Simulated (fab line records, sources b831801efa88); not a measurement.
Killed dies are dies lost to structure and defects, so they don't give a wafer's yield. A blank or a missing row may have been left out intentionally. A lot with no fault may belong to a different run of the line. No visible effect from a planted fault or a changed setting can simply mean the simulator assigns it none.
What tool caused it?	flow sky130	24 lots, 72 wafers sampled, at 6 steps of a route of 708

## WHAT THE GAUGES SHOWED, per wafer
SKY_VIA3_BOW_MEAS_03. Usual: VIA3_BOW 79 um, standard deviation 7.2.
lot	measured	on	VIA3_BOW (um)	flag
L074	day 38 09:17	film_metro-04	82 81 86	
L075	day 38 13:50	film_metro-02	65 66 71	
L076	day 38 23:29	film_metro-02	85 71 73	
L077	day 39 05:13	film_metro-04	78 95 84	
L078	day 39 17:37	film_metro-02	76 79 87	
L079	day 40 00:18	film_metro-02	75 77 87	
L081	day 40 11:23	film_metro-02	75 87 81	
L080	day 40 18:23	film_metro-03	78 82 80	
L082	day 40 23:31	film_metro-03	84 71 83	
L083	day 41 18:02	film_metro-04	90 73 64	
L084	day 42 11:49	film_metro-02	100 79 85	
L085	day 42 13:36	film_metro-03	88 72 77	
L086	day 42 15:47	film_metro-04	77 81 88	
L087	day 42 16:43	film_metro-03	83 86 82	
L088	day 42 23:17	film_metro-02	69 82 78	
L089	day 43 01:56	film_metro-04	78 80 77	
L090	day 43 04:11	film_metro-04	68 73 86	
L092	day 43 18:28	film_metro-03	90 77 83	
L091	day 43 18:58	film_metro-04	65 84 78	
L093	day 43 23:35	film_metro-02	75 81 97	
L094	day 44 06:11	film_metro-02	89 88 78	
L095	day 44 10:11	film_metro-02	74 72 72	
L096	day 44 13:58	film_metro-04	79 72 84	
L097	day 44 23:36	film_metro-02	77 85 71	

SKY_CAP2M_THK_MEAS_04: measures by xrf. Usual: CAP2M_TIN_THK 201 nm, standard deviation 3.
lot	measured	on	CAP2M_TIN_THK (nm)	flag
L074	day 39 11:49	film_metro-03	199 198 202	
L075	day 39 16:43	film_metro-03	200 194 204	
L076	day 40 02:11	film_metro-01	209 202 203	
L077	day 40 08:20	film_metro-01	200 199 205	
L078	day 40 20:00	film_metro-01	208 202 208	
L079	day 41 02:36	film_metro-04	204 205 205	
L081	day 41 13:25	film_metro-01	205 202 200	
L080	day 41 21:03	film_metro-04	200 207 202	
L082	day 42 02:05	film_metro-04	199 200 201	
L083	day 42 19:38	film_metro-04	196 198 197	
L084	day 43 12:34	film_metro-04	198 202 202	
L085	day 43 14:27	film_metro-03	200 201 199	
L086	day 43 16:45	film_metro-04	200 199 202	
L087	day 43 18:04	film_metro-04	197 199 195	
L088	day 43 23:52	film_metro-04	200 200 198	
L089	day 44 02:50	film_metro-03	205 203 204	
L090	day 44 04:11	film_metro-04	198 198 202	
L092	day 44 18:26	film_metro-03	203 205 203	
L091	day 44 19:18	film_metro-01	197 198 198	
L093	day 44 23:41	film_metro-03	202 200 202	
L094	day 45 05:13	film_metro-01	202 204 203	
L095	day 45 10:01	film_metro-01	203 200 201	
L096	day 45 13:59	film_metro-04	198 202 201	
L097	day 45 22:10	film_metro-04	199 202 199	

SKY_METAL4_CD_MEAS_13 targets a cd of 300 nm. Usual: cd_nm reads 300.0 nm (standard deviation 1.3).
lot	measured	on	cd_nm (nm)	flag
L074	day 41 12:23	cd_sem-02	298.4 298.8 299.0	
L075	day 41 17:57	cd_sem-02	298.4 298.3 300.1	
L076	day 42 01:50	cd_sem-01	302.0 300.6 301.7	
L077	day 42 07:06	cd_sem-01	301.0 299.9 300.9	
L078	day 42 19:37	cd_sem-01	298.8 300.1 299.2	
L079	day 43 02:44	cd_sem-01	299.7 298.5 300.1	
L081	day 43 12:22	cd_sem-01	301.5 301.6 300.9	
L080	day 43 19:56	cd_sem-02	302.0 301.7 300.8	
L082	day 44 00:23	cd_sem-02	300.2 300.7 301.5	
L083	day 44 17:26	cd_sem-02	301.3 299.8 300.4	
L084	day 45 09:13	cd_sem-01	298.0 298.2 297.7	
L085	day 45 11:22	cd_sem-01	297.6 299.2 299.4	
L086	day 45 13:16	cd_sem-01	301.4 300.2 300.0	
L087	day 45 14:20	cd_sem-01	300.0 298.5 299.7	
L088	day 45 19:01	cd_sem-01	300.8 298.9 299.5	
L089	day 45 21:55	cd_sem-02	300.9 300.7 302.7	
L090	day 45 23:16	cd_sem-01	299.3 300.1 298.1	
L092	day 46 12:53	cd_sem-02	302.3 302.0 299.8	
L091	day 46 13:36	cd_sem-02	301.2 299.5 299.9	
L093	day 46 16:59	cd_sem-02	301.0 302.1 300.7	
L094	day 46 21:14	cd_sem-02	299.8 300.8 300.4	
L095	day 47 03:14	cd_sem-02	297.6 299.5 298.7	
L096	day 47 06:51	cd_sem-01	299.4 300.5 301.5	
L097	day 47 13:44	cd_sem-02	299.3 299.7 298.9	

## WHAT TOOL EACH LOT RAN ON (gives the tool, then ch and the chambers of the sampled wafers, and finally the start)
lot	SKY_METAL2_SPUTTER_00	SKY_VIA3_CMP_24	SKY_CAP2M_CVD_00
L074	pvd_sputter-04, day 33 18:28	cmp-02 ch 0,1,2, day 39 11:05	pecvd-04 ch 1,2, day 39 11:30
L075	pvd_sputter-03, day 33 23:49	cmp-02 ch 0,2,3, day 39 15:56	pecvd-01 ch 0,1,2, day 39 16:23
L076	pvd_sputter-03, day 34 10:05	cmp-02 ch 0,2,3, day 40 01:29	pecvd-01 ch 1,2, day 40 01:50
L077	pvd_sputter-03, day 34 17:34	cmp-02 ch 0,1,2, day 40 07:34	pecvd-03 ch 0,1,2, day 40 08:01
L078	pvd_sputter-04, day 35 06:35	cmp-02 ch 2,3, day 40 19:13	pecvd-04 ch 0,1,2, day 40 19:40
L079	pvd_sputter-04, day 35 13:17	cmp-02 ch 0,2,3, day 41 01:55	pecvd-01 ch 0,1,2, day 41 02:16
L081	pvd_sputter-04, day 35 23:56	cmp-02 ch 1,2,3, day 41 12:44	pecvd-01 ch 0,2, day 41 13:06
L080	pvd_sputter-03, day 36 07:29	cmp-01 ch 0,1,2, day 41 20:20	pecvd-01 ch 1,2, day 41 20:44
L082	pvd_sputter-03, day 36 12:41	cmp-02 ch 0,2,3, day 42 01:29	pecvd-03 ch 0,2, day 42 01:47
L083	pvd_sputter-04, day 37 08:47	cmp-01 ch 1,2,3, day 42 18:54	pecvd-01 ch 0,2, day 42 19:19
L084	pvd_sputter-03, day 38 03:53	cmp-01 ch 0,1,2, day 43 11:54	pecvd-03 ch 1,2, day 43 12:15
L085	pvd_sputter-04, day 38 05:34	cmp-01 ch 1,2,3, day 43 13:41	pecvd-04 ch 0,1,2, day 43 14:08
L086	pvd_sputter-04, day 38 08:52	cmp-01 ch 0,3, day 43 16:02	pecvd-03 ch 0,1,2, day 43 16:26
L087	pvd_sputter-02, day 38 09:47	cmp-02 ch 0,2,3, day 43 17:27	pecvd-01 ch 0,2, day 43 17:45
L088	pvd_sputter-03, day 38 15:50	cmp-02 ch 1,2,3, day 43 23:06	pecvd-03 ch 1,2, day 43 23:34
L089	pvd_sputter-03, day 38 19:43	cmp-01 ch 0,2, day 44 02:03	pecvd-01 ch 0,2, day 44 02:30
L090	pvd_sputter-04, day 38 22:01	cmp-01 ch 0,1,2, day 44 03:32	pecvd-01 ch 0,2, day 44 03:51
L092	pvd_sputter-02, day 39 13:57	cmp-01 ch 0,3, day 44 17:44	pecvd-04 ch 1,2, day 44 18:08
L091	pvd_sputter-03, day 39 14:46	cmp-02 ch 2,3, day 44 18:31	pecvd-01 ch 1,2, day 44 18:59
L093	pvd_sputter-04, day 39 18:37	cmp-01 ch 0,3, day 44 22:53	pecvd-04 ch 1,2, day 44 23:21
L094	pvd_sputter-04, day 40 03:05	cmp-01 ch 0,1,3, day 45 04:33	pecvd-03 ch 0,1,2, day 45 04:54
L095	pvd_sputter-04, day 40 07:41	cmp-01 ch 2,3, day 45 09:13	pecvd-01 ch 0,1,2, day 45 09:41
L096	pvd_sputter-03, day 40 09:45	cmp-02 ch 0,1,2, day 45 13:19	pecvd-04 ch 0,1,2, day 45 13:40
L097	pvd_sputter-03, day 40 22:04	cmp-01 ch 0,1,3, day 45 21:23	pecvd-01 ch 0,1,2, day 45 21:52
- SKY_METAL2_SPUTTER_00: material Ti, target thk 15 nm, time 10 s.
- SKY_VIA3_CMP_24: polishes, stops on SiO2, t overpolish 20 s, target thk 0 nm.
- SKY_CAP2M_CVD_00: deposits SiO2, target thk 15.5 nm.

## AS READ BY THE TOOLS THEMSELVES (means over the sampled wafers that have a number; for cases with no such wafer, the mark the record gives instead)
SKY_METAL2_SPUTTER_00. Usual: throttle_valve_pct reads 30.9 % (standard deviation 0.9).
lot	tool	throttle_valve_pct (%)	flag
L074	pvd_sputter-04	31.4	
L075	pvd_sputter-03	30.1	
L076	pvd_sputter-03	29.3	
L077	pvd_sputter-03	30.8	
L078	pvd_sputter-04	31.1	
L079	pvd_sputter-04	31.2	
L081	pvd_sputter-04	31.3	
L080	pvd_sputter-03	30.5	
L082	pvd_sputter-03	31.2	
L083	pvd_sputter-04	31.3	
L084	pvd_sputter-03	30.0	
L085	pvd_sputter-04	30.9	
L086	pvd_sputter-04	31.4	
L087	pvd_sputter-02	31.0	
L088	pvd_sputter-03	30.9	
L089	pvd_sputter-03	30.7	
L090	pvd_sputter-04	31.3	
L092	pvd_sputter-02	31.2	
L091	pvd_sputter-03	30.6	
L093	pvd_sputter-04	31.5	
L094	pvd_sputter-04	31.4	
L095	pvd_sputter-04	30.8	
L096	pvd_sputter-03	29.9	
L097	pvd_sputter-03	29.9	

SKY_VIA3_CMP_24. Usual: motor_current_A 11.1 A, standard deviation 1.1; overpolish_run_s 20.000 s, standard deviation 0.0093; time_to_endpoint_s 95 s, standard deviation 6.5.
lot	tool	motor_current_A (A)	overpolish_run_s (s)	time_to_endpoint_s (s)	flag
L074	cmp-02	10.8	20.004	93	
L075	cmp-02	11.2	19.991	97	
L076	cmp-02	11.5	19.999	95	
L077	cmp-02	10.6	19.991	93	
L078	cmp-02	11.6	20.003	92	
L079	cmp-02	11.0	19.998	89	
L081	cmp-02	10.9	20.010	96	
L080	cmp-01	11.1	19.999	87	
L082	cmp-02	11.1	20.003	92	
L083	cmp-01	11.0	19.994	98	
L084	cmp-01	11.1	20.001	93	
L085	cmp-01	10.9	19.994	95	
L086	cmp-01	10.8	20.005	97	
L087	cmp-02	11.1	19.995	89	
L088	cmp-02	11.0	20.007	91	
L089	cmp-01	10.9	19.996	100	
L090	cmp-01	11.1	20.001	96	
L092	cmp-01	11.0	19.998	96	
L091	cmp-02	10.8	20.000	92	
L093	cmp-01	10.9	19.995	103	
L094	cmp-01	11.0	19.989	97	
L095	cmp-01	11.1	20.010	102	
L096	cmp-02	10.4	20.001	86	
L097	cmp-01	11.1	19.995	95	

SKY_CAP2M_CVD_00. Usual: heater_power_w reads 804 W (standard deviation 110).
lot	tool	heater_power_w (W)	flag
L074	pecvd-04	749	
L075	pecvd-01	850	
L076	pecvd-01	797	
L077	pecvd-03	840	
L078	pecvd-04	691	
L079	pecvd-01	868	
L081	pecvd-01	821	
L080	pecvd-01	749	
L082	pecvd-03	837	
L083	pecvd-01	852	
L084	pecvd-03	911	
L085	pecvd-04	740	
L086	pecvd-03	842	
L087	pecvd-01	823	
L088	pecvd-03	852	
L089	pecvd-01	828	
L090	pecvd-01	795	
L092	pecvd-04	693	
L091	pecvd-01	784	
L093	pecvd-04	764	
L094	pecvd-03	833	
L095	pecvd-01	774	
L096	pecvd-04	760	
L097	pecvd-01	757	

## THE ANSWER, worked out from the rows above alone
Rule: lot off if the mean of its wafers having a number is beyond 3 standard deviations from the usual mean. Also off: a lot with no number at a reading for which 4 or more lots have one. Where the step has rows for the other lots, those lots are counted as sound. After the gauges, taken in route order, come the tools' own readings; for these a lot's mean is taken, as printed above. The first step at which some lot is off is used, and at that step the reading that is off furthest; a lot without a number counts as furthest.
Nothing can be told from this: no lot is off at any reading shown.

## WHAT WAS PUT IN BY THE SIMULATOR
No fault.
